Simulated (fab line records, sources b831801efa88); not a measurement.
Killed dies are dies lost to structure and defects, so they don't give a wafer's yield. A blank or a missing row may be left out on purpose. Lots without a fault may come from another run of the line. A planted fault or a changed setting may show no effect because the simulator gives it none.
fab line records | flow gf180mcu
record lots=5 wafers=15 last_day=34
route steps=602 shown POLY_GATE@160 HV_LDD@176
lots that met no fault: from a run of the same line without faults
start_h: hours from the record's first day to the start of the lot's first wafer shown | wait_h: hours since the lot's step before | " the same as in the row above | L1.1+2: a row that stands for several wafers | - no value, or no start given | * or withheld: withheld | < > ~ a bound
route shown NAME@n: a module of which the file shows steps, and the number in the route of the first | usual: mean/standard deviation of fault-free wafers | same: alike in all rows | chamber/n: place in a boat | sites: the reading at each site | _std_site: their standard deviation | _edge_site: outer sites' mean less inner sites' | radius_mm: how far each site lies from the wafer's centre | mask NAME#n: copy n | behind: the tool/chamber that last shaped the wafer | hold: why the lot was held/for how many hours/how that ended | device: the transistor (n, p or np) that didn't switch | end of line: the same wafers' tests at the end of the route | a step without rows: its recipe alone | killed: dies lost to structure and defects at the first sort, not the wafer's yield | map: a wafer's dies, x killed, . not, _ none there
set.NAME: the setting as run; set.NAME@STEP: as run at that earlier step | model.NAME: the simulator's own value behind a step, which no gauge read
lots at some steps of the route; a table a step, a row a wafer
services: from which hour (start_h, from the record's first day; less than 0 if before it) a tool's chamber was out of use, for how many hours, and why
## steps
# step GF_POLY_GATE_HMDS_03
# recipe prime_time_s=60 prime_temp_c=120
# usual chill_plate_temp_C=23.02/0.097
# columns lot.wafer tool chamber start_h wait_h chill_plate_temp_C
L076.2 litho_track-02 0 200.76 0.1 22.99
L076.5 " 0 " " 22.76
L076.6 " 0 " " 22.90
L080.1 litho_track-02 0 240.98 0.1 22.84
L080.2 " 0 " " 22.96
L080.5 " 0 " " 23.04
L089.2 litho_track-02 0 300.86 0.1 22.84
L089.3 " 0 " " 22.92
L089.5 " 0 " " 22.95
L092.1 litho_track-02 0 325.28 0.1 23.12
L092.4 " 0 " " 23.27
L092.5 " 0 " " 23.20
L093.2 litho_track-04 0 332.54 0.1 22.89
L093.3 " 0 " " 22.98
L093.6 " 0 " " 22.87
# step GF_POLY_GATE_COAT_04
# recipe resist=BARC temp_c=withheld time_s=withheld spin_rpm=withheld resist_thk_nm=withheld
# usual chill_plate_temp_C=*
# columns lot.wafer tool chamber start_h wait_h chill_plate_temp_C
L076.2 litho_track-02 0 200.91 0.1 *
L076.5 " 0 " " *
L076.6 " 0 " " *
L080.1 litho_track-02 0 241.13 0.1 *
L080.2 " 0 " " *
L080.5 " 0 " " *
L089.2 litho_track-02 0 301.01 0.1 *
L089.3 " 0 " " *
L089.5 " 0 " " *
L092.1 litho_track-02 0 325.43 0.1 *
L092.4 " 0 " " *
L092.5 " 0 " " *
L093.2 litho_track-04 0 332.69 0.1 *
L093.3 " 0 " " *
L093.6 " 0 " " *
# step GF_POLY_GATE_COAT_05
# recipe resist=KrF spin_rpm=withheld resist_thk_nm=700
# usual chill_plate_temp_C=23.01/0.11
# columns lot.wafer tool chamber start_h wait_h chill_plate_temp_C
L076.2 litho_track-02 0 - - 22.95
L076.5 " 0 " " 22.99
L076.6 " 0 " " 23.14
L080.1 litho_track-02 0 - - 23.14
L080.2 " 0 " " 23.02
L080.5 " 0 " " 23.07
L089.2 litho_track-02 0 - - 23.05
L089.3 " 0 " " 23.01
L089.5 " 0 " " 23.08
L092.1 litho_track-02 0 - - 22.96
L092.4 " 0 " " 23.04
L092.5 " 0 " " 23.09
L093.2 litho_track-04 0 - - 23.07
L093.3 " 0 " " 22.90
L093.6 " 0 " " 22.85
# step GF_POLY_GATE_SOFTBAKE_06
# recipe temp_c=130 time_s=60 resist=KrF
# usual chill_plate_temp_C=23.00/0.1
# columns lot.wafer tool chamber start_h wait_h chill_plate_temp_C
L076.2 litho_track-02 0 - - 23.15
L076.5 " 0 " " 22.96
L076.6 " 0 " " 22.93
L080.1 litho_track-02 0 - - 23.03
L080.2 " 0 " " 22.91
L080.5 " 0 " " 22.96
L089.2 litho_track-02 0 - - 23.08
L089.3 " 0 " " 22.98
L089.5 " 0 " " 22.95
L092.1 litho_track-02 0 - - 23.10
L092.4 " 0 " " 23.23
L092.5 " 0 " " 23.05
L093.2 litho_track-04 0 - - 23.17
L093.3 " 0 " " 23.05
L093.6 " 0 " " 23.14
# step GF_POLY_GATE_EXPOSE_07
# recipe mask_id=Poly2 target_cd_nm=280 na=0.68 source_shape=conventional sigma_outer=0.6 dose_mj=28
# columns lot.wafer tool chamber start_h wait_h mask
L076.2+5+6 krf_scanner-02 0 - - Poly2#0
L080.1+2+5 krf_scanner-02 0 - - Poly2#0
L089.2+3+5 krf_scanner-01 0 - - Poly2#0
L092.1+4+5 krf_scanner-02 0 - - Poly2#0
L093.2+3+6 krf_scanner-02 0 - - Poly2#0
# step GF_POLY_GATE_PEB_08
# recipe peb_temp_c=135 peb_time_s=88.27 resist=KrF
# usual chill_plate_temp_C=22.99/0.1
# columns lot.wafer tool chamber start_h wait_h chill_plate_temp_C
L076.2 litho_track-04 0 - - 23.08
L076.5 " 0 " " 22.97
L076.6 " 0 " " 23.09
L080.1 litho_track-01 0 - - 23.06
L080.2 " 0 " " 23.21
L080.5 " 0 " " 23.15
L089.2 litho_track-04 0 - - 22.83
L089.3 " 0 " " 22.98
L089.5 " 0 " " 22.89
L092.1 litho_track-02 0 - - 22.93
L092.4 " 0 " " 22.98
L092.5 " 0 " " 23.00
L093.2 litho_track-02 0 - - 23.01
L093.3 " 0 " " 23.10
L093.6 " 0 " " 22.90
# step GF_POLY_GATE_DEVELOP_09
# recipe develop_time_s=60 resist=KrF dev_temp_c=21
# usual chill_plate_temp_C=23.00/0.11
# same develop_time_s=60
# columns lot.wafer tool chamber start_h wait_h chill_plate_temp_C
L076.2 litho_track-04 0 210.59 0.2 23.04
L076.5 " 0 " " 23.18
L076.6 " 0 " " 23.05
L080.1 litho_track-01 0 251.56 0.2 22.90
L080.2 " 0 " " 22.88
L080.5 " 0 " " 22.95
L089.2 litho_track-04 0 311.64 0.2 22.94
L089.3 " 0 " " 22.86
L089.5 " 0 " " 22.99
L092.1 litho_track-02 0 336.18 0.2 22.96
L092.4 " 0 " " 22.91
L092.5 " 0 " " 23.09
L093.2 litho_track-02 0 343.26 0.2 22.93
L093.3 " 0 " " 22.94
L093.6 " 0 " " 23.01
# step GF_POLY_GATE_CD_MEAS_10
# recipe target_cd_nm=280
# usual cd_nm=280.0/1.2
# columns lot.wafer tool chamber start_h wait_h cd_nm
L076.2 cd_sem-01 - 210.73 0.1 279.9
L076.5 " - " " 281.3
L076.6 " - " " 279.7
L080.1 cd_sem-01 - 251.71 0.1 279.3
L080.2 " - " " 279.0
L080.5 " - " " 279.4
L089.2 cd_sem-01 - 311.78 0.1 280.9
L089.3 " - " " 280.8
L089.5 " - " " 279.9
L092.1 cd_sem-01 - 336.33 0.1 282.5
L092.4 " - " " 282.7
L092.5 " - " " 283.0
L093.2 cd_sem-01 - 343.40 0.1 279.8
L093.3 " - " " 280.5
L093.6 " - " " 281.0
# step GF_POLY_GATE_OVL_MEAS_11
# usual POLY_GATE_OVL=-3/4.7
# columns lot.wafer tool chamber start_h wait_h POLY_GATE_OVL[nm]
L076.2 overlay-01 - 210.84 0.1 -3
L076.5 " - " " -2
L076.6 " - " " -1
L080.1 overlay-01 - 251.83 0.1 -2
L080.2 " - " " -3
L080.5 " - " " -3
L089.2 overlay-02 - 311.89 0.1 -3
L089.3 " - " " 5
L089.5 " - " " -1
L092.1 overlay-01 - 336.45 0.1 -8
L092.4 " - " " -5
L092.5 " - " " -8
L093.2 overlay-01 - 343.51 0.1 -4
L093.3 " - " " -5
L093.6 " - " " -1
# step GF_POLY_GATE_ETCH_12
# recipe chemistry=N2/H2 target_depth_a=withheld overetch_a=withheld time_s=withheld target=BARC ion_energy_ev=200 source_w=500 bias_w=100 pressure_mtorr=30 n2_flow_sccm=100 h2_flow_sccm=200
# usual drypump_motor_current_A=5.7/0.55 oes_product_au=0.735/0.0042 throttle_valve_pct=13.214/0.0096
# columns lot.wafer tool chamber start_h wait_h drypump_motor_current_A oes_product_au throttle_valve_pct
L076.2 rie_diel-03 1 210.87 0.0 5.7 0.743 13.198
L076.5 " 1 " " 5.7 0.726 13.194
L076.6 " 2 " " 6.7 0.729 13.231
L080.1 rie_diel-04 2 251.86 0.0 6.2 0.738 13.216
L080.2 " 3 " " 5.6 0.735 13.219
L080.5 " 3 " " 5.6 0.741 13.208
L089.2 rie_diel-04 0 311.92 0.0 4.8 0.740 13.228
L089.3 " 2 " " 6.2 0.737 13.213
L089.5 " 2 " " 6.2 0.742 13.221
L092.1 rie_diel-04 2 336.49 0.0 6.2 0.736 13.217
L092.4 " 0 " " 4.8 0.734 13.235
L092.5 " 0 " " 4.8 0.733 13.238
L093.2 rie_diel-03 3 343.54 0.0 5.9 0.745 13.228
L093.3 " 2 " " 6.6 0.730 13.207
L093.6 " 3 " " 5.9 0.736 13.213
# step GF_POLY_GATE_ETCH_13
# recipe target=poly-Si target_depth_nm=198.5 stop_on=SiO2 over_etch_frac=0.403 chemistry=HBr/Cl2 icp_w=400 bias_w=100 pressure_mtorr=10 HBr_flow_sccm=150 Cl2_flow_sccm=50 time_s=69.6
# usual drypump_motor_current_A=5.6/0.38 oes_product_au=0.988/0.0084 throttle_valve_pct=33.684/0.0087
# columns lot.wafer tool chamber start_h wait_h drypump_motor_current_A oes_product_au rf_hours_counter_h throttle_valve_pct
L076.2 rie_si-01 3 210.92 - 6.0 0.997 33 33.680
L076.5 " 3 " " 6.0 0.990 - 33.686
L076.6 " 2 " " 5.6 0.996 - 33.685
L080.1 rie_si-01 2 251.91 - 5.6 0.988 19 33.682
L080.2 " 0 " " 5.3 0.989 0 33.697
L080.5 " 3 " " 6.0 0.967 - 33.675
L089.2 rie_si-02 0 311.97 - 6.0 1.004 3 33.685
L089.3 " 3 " " 5.9 1.011 90 33.686
L089.5 " 0 " " 6.0 0.990 - 33.679
L092.1 rie_si-02 1 336.54 - 5.6 0.991 39 33.691
L092.4 " 3 " " 5.9 1.011 91 33.691
L092.5 " 2 " " 5.8 0.972 - 33.687
L093.2 rie_si-02 3 343.59 - 5.9 1.008 91 33.676
L093.3 " 2 " " 5.8 0.982 29 33.698
L093.6 " 1 " " 5.6 0.994 - 33.691
# step GF_POLY_GATE_STRIP_14
# recipe chemistry=O2/N2 power_w=1400 pressure_mtorr=1500 platen_temp_c=250 o2_flow_sccm=3000 n2_flow_sccm=300 overash_fraction=0.5
# usual drypump_motor_current_A=5.8/0.54 heater_power_w=326/54 oes_product_au=0.506/0.0045
# columns lot.wafer tool chamber start_h wait_h drypump_motor_current_A heater_power_w oes_product_au rf_hours_counter_h
L076.2 plasma_asher-03 1 210.98 0.0 6.6 281 0.509 49
L076.5 " 1 " " 6.6 273 0.504 -
L076.6 " 0 " " 5.7 295 0.503 -
L080.1 plasma_asher-03 0 251.97 0.0 5.7 286 0.503 53
L080.2 " 1 " " 6.6 284 0.509 53
L080.5 " 1 " " 6.6 278 0.503 -
L089.2 plasma_asher-03 0 312.02 0.0 5.7 287 0.496 59
L089.3 " 1 " " 6.6 276 0.503 -
L089.5 " 0 " " 5.7 286 0.510 -
L092.1 plasma_asher-04 0 336.59 0.0 4.9 394 0.509 54
L092.4 " 0 " " 4.9 383 0.499 -
L092.5 " 0 " " 4.9 388 0.511 -
L093.2 plasma_asher-02 1 343.64 0.0 6.2 306 0.501 74
L093.3 " 1 " " 6.2 291 0.501 -
L093.6 " 0 " " 5.7 427 0.501 -
# step GF_POLY_GATE_CLEAN_15
# recipe chemistry=SC1/SC2 mix=1:4:20 temp_c=70 time_s=150 dry=n2_spin
# columns lot.wafer tool chamber start_h wait_h
L076.2+5+6 wet_bench-03 2 211.08 0.1
L080.1+2+5 wet_bench-01 1 252.07 0.1
L089.2+3+5 wet_bench-04 2 312.12 0.1
L092.1+4+5 wet_bench-03 3 336.69 0.1
L093.2+3+6 wet_bench-03 3 343.74 0.1
# step GF_POLY_GATE_OXIDATION_16
# recipe temp_c=850 ambient=O2 stabilise_s=600 purge_s=300 target_thk_a=40 ox_time_s=899
# usual ox_temp_c_max=854.5/1.6 spike_tc_lower_C=850.5/1 zone_power_bottom_pct=23.8/1.3
# columns lot.wafer tool chamber start_h wait_h ox_temp_c_max spike_tc_lower_C zone_power_bottom_pct
L076.2 furnace-02 0 212.27 1.1 854.1 851.0 25.0
L076.5 " 0 " " 853.1 849.3 25.3
L076.6 " 0 " " 854.0 849.8 25.1
L080.1 furnace-02 0 253.81 1.7 852.6 850.9 24.9
L080.2 " 0 " " 852.5 850.2 25.6
L080.5 " 0 " " 852.6 852.5 25.2
L089.2 furnace-01 0 313.25 1.1 855.1 851.4 22.7
L089.3 " 0 " " 856.2 851.2 22.9
L089.5 " 0 " " 855.6 851.7 22.5
L092.1 furnace-01 0 336.74 0.0 857.5 849.1 22.7
L092.4 " 0 " " 855.0 850.6 22.6
L092.5 " 0 " " 853.9 849.4 22.5
L093.2 furnace-01 0 345.20 1.4 855.7 849.9 22.9
L093.3 " 0 " " 855.4 850.9 22.5
L093.6 " 0 " " 855.2 850.9 22.9
# step GF_POLY_GATE_THK_MEAS_17
# recipe reads=SiO2_of_POLY_GATE_OXIDATION_16
# usual POLY_GATE_OXIDATION_THK=4.00/0.11
# columns lot.wafer tool chamber start_h wait_h POLY_GATE_OXIDATION_THK[nm]
L076.2 film_metro-04 - 213.53 0.0 3.81
L076.5 " - " " 3.87
L076.6 " - " " 3.81
L080.1 film_metro-04 - 255.06 0.0 3.85
L080.2 " - " " 3.86
L080.5 " - " " 3.90
L089.2 film_metro-03 - 314.51 0.0 3.97
L089.3 " - " " 3.99
L089.5 " - " " 4.00
L092.1 film_metro-01 - 337.99 0.0 4.00
L092.4 " - " " 4.02
L092.5 " - " " 4.06
L093.2 film_metro-04 - 346.46 0.0 4.08
L093.3 " - " " 4.05
L093.6 " - " " 4.00
# step GF_POLY_GATE_CD_MEAS_18
# usual cd_nm=280.0/1.9
# columns lot.wafer tool chamber start_h wait_h cd_nm
L076.2 cd_sem-02 - 213.61 0.1 278.0
L076.5 " - " " 278.8
L076.6 " - " " 279.5
L080.1 cd_sem-01 - 255.12 0.1 280.1
L080.2 " - " " 279.7
L080.5 " - " " 278.9
L089.2 cd_sem-02 - 314.58 0.1 281.9
L089.3 " - " " 282.2
L089.5 " - " " 281.1
L092.1 cd_sem-01 - 338.05 0.1 283.1
L092.4 " - " " 284.6
L092.5 " - " " 284.1
L093.2 cd_sem-01 - 346.54 0.1 281.1
L093.3 " - " " 279.6
L093.6 " - " " 281.3
# step GF_HV_LDD_DEHYDRATE_00
# recipe temp_c=200 time_s=60
# usual chill_plate_temp_C=22.99/0.1
# columns lot.wafer tool chamber start_h wait_h chill_plate_temp_C
L076.2 litho_track-01 0 222.83 9.2 22.92
L076.5 " 0 " " 22.97
L076.6 " 0 " " 22.87
L080.1 litho_track-01 0 263.81 8.7 22.74
L080.2 " 0 " " 23.03
L080.5 " 0 " " 22.87
L089.2 litho_track-01 0 324.73 10.1 22.84
L089.3 " 0 " " 22.85
L089.5 " 0 " " 22.91
L092.1 litho_track-03 0 348.55 10.5 23.06
L092.4 " 0 " " 23.04
L092.5 " 0 " " 22.80
L093.2 litho_track-02 0 357.06 10.5 23.09
L093.3 " 0 " " 23.08
L093.6 " 0 " " 23.11
# step GF_HV_LDD_HMDS_01
# recipe prime_time_s=60 prime_temp_c=120
# usual chill_plate_temp_C=23.02/0.096
# columns lot.wafer tool chamber start_h wait_h chill_plate_temp_C
L076.2 litho_track-01 0 222.98 0.1 22.93
L076.5 " 0 " " 22.92
L076.6 " 0 " " 23.01
L080.1 litho_track-01 0 263.96 0.1 23.02
L080.2 " 0 " " 22.83
L080.5 " 0 " " 23.04
L089.2 litho_track-01 0 324.88 0.1 23.03
L089.3 " 0 " " 23.17
L089.5 " 0 " " 23.07
L092.1 litho_track-03 0 348.70 0.1 23.05
L092.4 " 0 " " 22.98
L092.5 " 0 " " 22.86
L093.2 litho_track-02 0 357.21 0.1 23.15
L093.3 " 0 " " 23.03
L093.6 " 0 " " 23.09
# step GF_HV_LDD_COAT_02
# recipe resist=NOVOLAK spin_rpm=3000 resist_thk_nm=1000
# usual chill_plate_temp_C=23.01/0.086
# columns lot.wafer tool chamber start_h wait_h chill_plate_temp_C
L076.2 litho_track-01 0 223.13 0.1 23.05
L076.5 " 0 " " 22.97
L076.6 " 0 " " 23.03
L080.1 litho_track-01 0 264.11 0.1 22.98
L080.2 " 0 " " 23.02
L080.5 " 0 " " 23.01
L089.2 litho_track-01 0 325.03 0.1 23.07
L089.3 " 0 " " 23.20
L089.5 " 0 " " 23.13
L092.1 litho_track-03 0 348.85 0.1 22.99
L092.4 " 0 " " 23.07
L092.5 " 0 " " 23.04
L093.2 litho_track-02 0 357.36 0.1 23.01
L093.3 " 0 " " 22.95
L093.6 " 0 " " 22.95
# step GF_HV_LDD_SOFTBAKE_03
# recipe temp_c=90 time_s=60 resist=NOVOLAK
# usual chill_plate_temp_C=22.99/0.094
# columns lot.wafer tool chamber start_h wait_h chill_plate_temp_C
L076.2 litho_track-01 0 223.28 0.1 23.01
L076.5 " 0 " " 23.05
L076.6 " 0 " " 23.12
L080.1 litho_track-01 0 264.26 0.1 23.06
L080.2 " 0 " " 22.94
L080.5 " 0 " " 23.02
L089.2 litho_track-01 0 325.18 0.1 22.97
L089.3 " 0 " " 22.97
L089.5 " 0 " " 23.08
L092.1 litho_track-03 0 349.00 0.1 22.98
L092.4 " 0 " " 23.02
L092.5 " 0 " " 23.07
L093.2 litho_track-02 0 357.51 0.1 22.99
L093.3 " 0 " " 23.04
L093.6 " 0 " " 23.01
# step GF_HV_LDD_EXPOSE_04
# recipe mask_id=Nplus_LV_AREA target_cd_nm=400 na=0.6 source_shape=conventional sigma_outer=0.6 dose_mj=140
# columns lot.wafer tool chamber start_h wait_h mask
L076.2+5+6 iline_stepper-02 0 - - Nplus_LV_AREA#0
L080.1+2+5 iline_stepper-02 0 - - Nplus_LV_AREA#0
L089.2+3+5 iline_stepper-02 0 - - Nplus_LV_AREA#0
L092.1+4+5 iline_stepper-02 0 - - Nplus_LV_AREA#0
L093.2+3+6 iline_stepper-01 0 - - Nplus_LV_AREA#0
# step GF_HV_LDD_PEB_05
# recipe temp_c=withheld time_s=* resist=NOVOLAK
# usual chill_plate_temp_C=*
# columns lot.wafer tool chamber start_h wait_h chill_plate_temp_C
L076.2 litho_track-03 0 - - *
L076.5 " 0 " " *
L076.6 " 0 " " *
L080.1 litho_track-02 0 - - *
L080.2 " 0 " " *
L080.5 " 0 " " *
L089.2 litho_track-01 0 - - *
L089.3 " 0 " " *
L089.5 " 0 " " *
L092.1 litho_track-03 0 - - *
L092.4 " 0 " " *
L092.5 " 0 " " *
L093.2 litho_track-01 0 - - *
L093.3 " 0 " " *
L093.6 " 0 " " *
# step GF_HV_LDD_DEVELOP_06
# recipe develop_time_s=60 dev_temp_c=23
# usual chill_plate_temp_C=23.01/0.097
# same develop_time_s=60
# columns lot.wafer tool chamber start_h wait_h chill_plate_temp_C
L076.2 litho_track-03 0 233.32 0.1 23.08
L076.5 " 0 " " 22.95
L076.6 " 0 " " 22.96
L080.1 litho_track-02 0 273.93 0.1 23.02
L080.2 " 0 " " 22.89
L080.5 " 0 " " 23.01
L089.2 litho_track-01 0 335.53 0.1 22.96
L089.3 " 0 " " 23.07
L089.5 " 0 " " 22.94
L092.1 litho_track-03 0 359.30 0.1 22.93
L092.4 " 0 " " 23.07
L092.5 " 0 " " 23.04
L093.2 litho_track-01 0 368.33 0.1 22.96
L093.3 " 0 " " 23.12
L093.6 " 0 " " 23.05
# step GF_HV_LDD_CD_MEAS_07
# recipe target_cd_nm=400
# usual cd_nm=400.7/2.8
# columns lot.wafer tool chamber start_h wait_h cd_nm
L076.2 cd_sem-02 - 233.47 0.1 404.2
L076.5 " - " " 404.7
L076.6 " - " " 405.0
L080.1 cd_sem-01 - 274.08 0.1 403.9
L080.2 " - " " 404.5
L080.5 " - " " 402.2
L089.2 cd_sem-01 - 335.67 0.1 395.9
L089.3 " - " " 396.8
L089.5 " - " " 396.9
L092.1 cd_sem-01 - 359.55 0.2 398.9
L092.4 " - " " 401.0
L092.5 " - " " 401.3
L093.2 cd_sem-01 - 368.47 0.1 400.9
L093.3 " - " " 403.8
L093.6 " - " " 403.0
# step GF_HV_LDD_OVL_MEAS_08
# usual HV_LDD_OVL=0.7/1.5
# columns lot.wafer tool chamber start_h wait_h HV_LDD_OVL[nm]
L076.2 overlay-02 - 233.57 0.1 -0.6
L076.5 " - " " 0.9
L076.6 " - " " -0.2
L080.1 overlay-01 - 274.20 0.1 2.8
L080.2 " - " " 1.4
L080.5 " - " " 2.6
L089.2 overlay-01 - 335.78 0.1 0.9
L089.3 " - " " 1.4
L089.5 " - " " 1.9
L092.1 overlay-01 - 359.67 0.1 1.5
L092.4 " - " " 1.9
L092.5 " - " " 2.1
L093.2 overlay-02 - 368.58 0.1 0.7
L093.3 " - " " 0.6
L093.6 " - " " -0.5
# step GF_HV_LDD_IMPLANT_09
# recipe species=As energy_kev=40 dose_cm2=1e+14 tilt_deg=7
# usual beam_on_s=9.99/0.2
# columns lot.wafer tool chamber start_h wait_h beam_on_s
L076.2 implanter-02 0 233.63 0.0 9.62
L076.5 " 0 " " 10.01
L076.6 " 0 " " 9.94
L080.1 implanter-04 0 274.24 0.0 10.09
L080.2 " 0 " " 10.12
L080.5 " 0 " " 10.04
L089.2 implanter-04 0 335.84 0.0 9.86
L089.3 " 0 " " 9.72
L089.5 " 0 " " 10.07
L092.1 implanter-02 0 359.70 0.0 10.06
L092.4 " 0 " " 10.25
L092.5 " 0 " " 9.79
L093.2 implanter-01 0 368.64 0.0 10.09
L093.3 " 0 " " 9.84
L093.6 " 0 " " 9.89
# step GF_HV_LDD_STRIP_10
# recipe chemistry=O2/N2 power_w=1400 pressure_mtorr=1500 platen_temp_c=250 o2_flow_sccm=3000 n2_flow_sccm=300 overash_fraction=0.5
# usual drypump_motor_current_A=5.9/0.44 heater_power_w=321/51 oes_product_au=0.716/0.0045 strip_time_to_endpoint_s=12.62/0.034
# columns lot.wafer tool chamber start_h wait_h drypump_motor_current_A heater_power_w oes_product_au rf_hours_counter_h strip_time_to_endpoint_s
L076.2 plasma_asher-02 0 233.75 0.1 5.7 426 0.717 63 12.66
L076.5 " 0 " " 5.7 433 0.715 - 12.67
L076.6 " 1 " " 6.2 295 0.723 - 12.68
L080.1 plasma_asher-02 1 274.39 0.1 6.2 303 0.716 67 12.66
L080.2 " 0 " " 5.7 425 0.720 67 12.61
L080.5 " 0 " " 5.7 425 0.721 - 12.62
L089.2 plasma_asher-01 1 335.96 0.1 5.7 344 0.718 23 12.62
L089.3 " 0 " " 5.2 307 0.708 - 12.62
L089.5 " 1 " " 5.7 342 0.715 - 12.64
L092.1 plasma_asher-03 0 359.85 0.1 5.7 288 0.714 64 12.60
L092.4 " 1 " " 6.6 268 0.710 - 12.60
L092.5 " 1 " " 6.6 281 0.722 - 12.64
L093.2 plasma_asher-03 1 368.76 0.1 6.6 285 0.719 65 12.59
L093.3 " 0 " " 5.7 299 0.713 - 12.62
L093.6 " 1 " " 6.6 279 0.713 - 12.58
# step GF_HV_LDD_TW_MEAS_11
# usual HV_LDD_TW=2391/38
# columns lot.wafer tool chamber start_h wait_h HV_LDD_TW
L076.2 film_metro-02 - 233.86 0.1 2424
L076.5 " - " " 2421
L076.6 " - " " 2428
L080.1 film_metro-03 - 274.49 0.1 2352
L080.2 " - " " 2349
L080.5 " - " " 2350
L089.2 film_metro-03 - 336.07 0.1 2341
L089.3 " - " " 2334
L089.5 " - " " 2342
L092.1 film_metro-01 - 359.95 0.1 2417
L092.4 " - " " 2415
L092.5 " - " " 2428
L093.2 film_metro-02 - 368.87 0.1 2423
L093.3 " - " " 2430
L093.6 " - " " 2418
# step GF_HV_LDD_DEHYDRATE_12
# recipe temp_c=200 time_s=60
# usual chill_plate_temp_C=22.98/0.11
# columns lot.wafer tool chamber start_h wait_h chill_plate_temp_C
L076.2 litho_track-03 0 242.37 8.5 22.98
L076.5 " 0 " " 23.01
L076.6 " 0 " " 23.05
L080.1 litho_track-02 0 283.58 9.1 22.95
L080.2 " 0 " " 22.97
L080.5 " 0 " " 22.92
L089.2 litho_track-02 0 346.71 10.6 22.92
L089.3 " 0 " " 22.94
L089.5 " 0 " " 22.92
L092.1 litho_track-03 0 371.05 11.1 23.12
L092.4 " 0 " " 23.17
L092.5 " 0 " " 23.23
L093.2 litho_track-01 0 379.78 10.9 23.31
L093.3 " 0 " " 23.05
L093.6 " 0 " " 23.13
# step GF_HV_LDD_HMDS_13
# recipe prime_time_s=60 prime_temp_c=120
# usual chill_plate_temp_C=23.01/0.11
# columns lot.wafer tool chamber start_h wait_h chill_plate_temp_C
L076.2 litho_track-03 0 242.52 0.1 22.97
L076.5 " 0 " " 22.95
L076.6 " 0 " " 23.05
L080.1 litho_track-02 0 283.73 0.1 22.91
L080.2 " 0 " " 22.97
L080.5 " 0 " " 22.89
L089.2 litho_track-02 0 346.86 0.1 23.24
L089.3 " 0 " " 23.13
L089.5 " 0 " " 23.07
L092.1 litho_track-03 0 371.20 0.1 23.00
L092.4 " 0 " " 23.14
L092.5 " 0 " " 23.08
L093.2 litho_track-01 0 379.93 0.1 23.07
L093.3 " 0 " " 22.89
L093.6 " 0 " " 23.05
# step GF_HV_LDD_COAT_14
# recipe resist=NOVOLAK spin_rpm=3000 resist_thk_nm=1000
# usual chill_plate_temp_C=23.00/0.11
# columns lot.wafer tool chamber start_h wait_h chill_plate_temp_C
L076.2 litho_track-03 0 242.67 0.1 23.08
L076.5 " 0 " " 23.05
L076.6 " 0 " " 22.98
L080.1 litho_track-02 0 283.88 0.1 22.99
L080.2 " 0 " " 22.96
L080.5 " 0 " " 22.89
L089.2 litho_track-02 0 347.01 0.1 23.15
L089.3 " 0 " " 23.04
L089.5 " 0 " " 23.07
L092.1 litho_track-03 0 371.35 0.1 23.04
L092.4 " 0 " " 23.00
L092.5 " 0 " " 23.06
L093.2 litho_track-01 0 380.08 0.1 22.97
L093.3 " 0 " " 22.93
L093.6 " 0 " " 23.01
# step GF_HV_LDD_SOFTBAKE_15
# recipe temp_c=90 time_s=60 resist=NOVOLAK
# usual chill_plate_temp_C=22.99/0.098
# columns lot.wafer tool chamber start_h wait_h chill_plate_temp_C
L076.2 litho_track-03 0 242.82 0.1 22.94
L076.5 " 0 " " 22.98
L076.6 " 0 " " 22.93
L080.1 litho_track-02 0 284.03 0.1 22.80
L080.2 " 0 " " 22.92
L080.5 " 0 " " 22.90
L089.2 litho_track-02 0 347.16 0.1 23.11
L089.3 " 0 " " 22.85
L089.5 " 0 " " 22.95
L092.1 litho_track-03 0 371.50 0.1 22.94
L092.4 " 0 " " 22.77
L092.5 " 0 " " 22.84
L093.2 litho_track-01 0 380.23 0.1 23.05
L093.3 " 0 " " 22.95
L093.6 " 0 " " 23.06
# step GF_HV_LDD_EXPOSE_16
# recipe mask_id=Pplus_LV_AREA target_cd_nm=400 na=0.6 source_shape=conventional sigma_outer=0.6 dose_mj=140
# columns lot.wafer tool chamber start_h wait_h mask
L076.2+5+6 iline_stepper-02 0 - - Pplus_LV_AREA#0
L080.1+2+5 iline_stepper-02 0 - - Pplus_LV_AREA#0
L089.2+3+5 iline_stepper-01 0 - - Pplus_LV_AREA#0
L092.1+4+5 iline_stepper-01 0 - - Pplus_LV_AREA#0
L093.2+3+6 iline_stepper-02 0 - - Pplus_LV_AREA#0
# step GF_HV_LDD_PEB_17
# recipe temp_c=withheld time_s=* resist=NOVOLAK
# usual chill_plate_temp_C=*
# columns lot.wafer tool chamber start_h wait_h chill_plate_temp_C
L076.2 litho_track-01 0 - - *
L076.5 " 0 " " *
L076.6 " 0 " " *
L080.1 litho_track-01 0 - - *
L080.2 " 0 " " *
L080.5 " 0 " " *
L089.2 litho_track-02 0 - - *
L089.3 " 0 " " *
L089.5 " 0 " " *
L092.1 litho_track-02 0 - - *
L092.4 " 0 " " *
L092.5 " 0 " " *
L093.2 litho_track-02 0 - - *
L093.3 " 0 " " *
L093.6 " 0 " " *
# step GF_HV_LDD_DEVELOP_18
# recipe develop_time_s=60 dev_temp_c=23.44
# usual chill_plate_temp_C=23.01/0.11
# same develop_time_s=60
# columns lot.wafer tool chamber start_h wait_h chill_plate_temp_C
L076.2 litho_track-01 0 252.53 0.1 22.92
L076.5 " 0 " " 22.82
L076.6 " 0 " " 22.89
L080.1 litho_track-01 0 294.26 0.1 22.97
L080.2 " 0 " " 23.07
L080.5 " 0 " " 22.91
L089.2 litho_track-02 0 357.81 0.1 23.16
L089.3 " 0 " " 22.93
L089.5 " 0 " " 22.97
L092.1 litho_track-02 0 382.83 0.1 22.80
L092.4 " 0 " " 23.12
L092.5 " 0 " " 23.04
L093.2 litho_track-02 0 391.45 0.1 22.96
L093.3 " 0 " " 22.90
L093.6 " 0 " " 22.76
## services
# columns tool chamber start_h hours kind
iline_stepper-02 - 181.03 13.5 repair
rie_si-02 2 186.72 4.3 repair
iline_stepper-01 - 199.17 1.7 pm
krf_scanner-02 - 205.76 1.0 pm
rie_diel-04 1 209.72 7.6 repair
krf_scanner-02 - 220.05 1.3 pm
iline_stepper-02 - 220.32 1.7 pm
plasma_asher-03 - 220.84 2.8 pm
furnace-01 - 243.81 7.4 pm
plasma_asher-02 - 247.39 3.1 repair
krf_scanner-02 - 252.31 0.8 pm
iline_stepper-01 - 260.43 1.2 repair
rie_diel-04 0 265.49 32.0 repair
iline_stepper-02 - 273.78 2.2 repair
rie_diel-04 1 282.27 2.9 repair
rie_diel-04 - 295.16 0.6 repair
iline_stepper-02 - 313.02 0.6 repair
iline_stepper-01 - 320.00 7.2 repair
plasma_asher-02 - 321.88 1.0 repair
furnace-01 - 346.45 4.7 pm
plasma_asher-02 - 353.94 0.5 repair
rie_diel-04 - 376.21 14.6 pm
iline_stepper-01 - 377.32 4.4 pm
krf_scanner-02 - 391.07 1.0 pm
## key
fault none
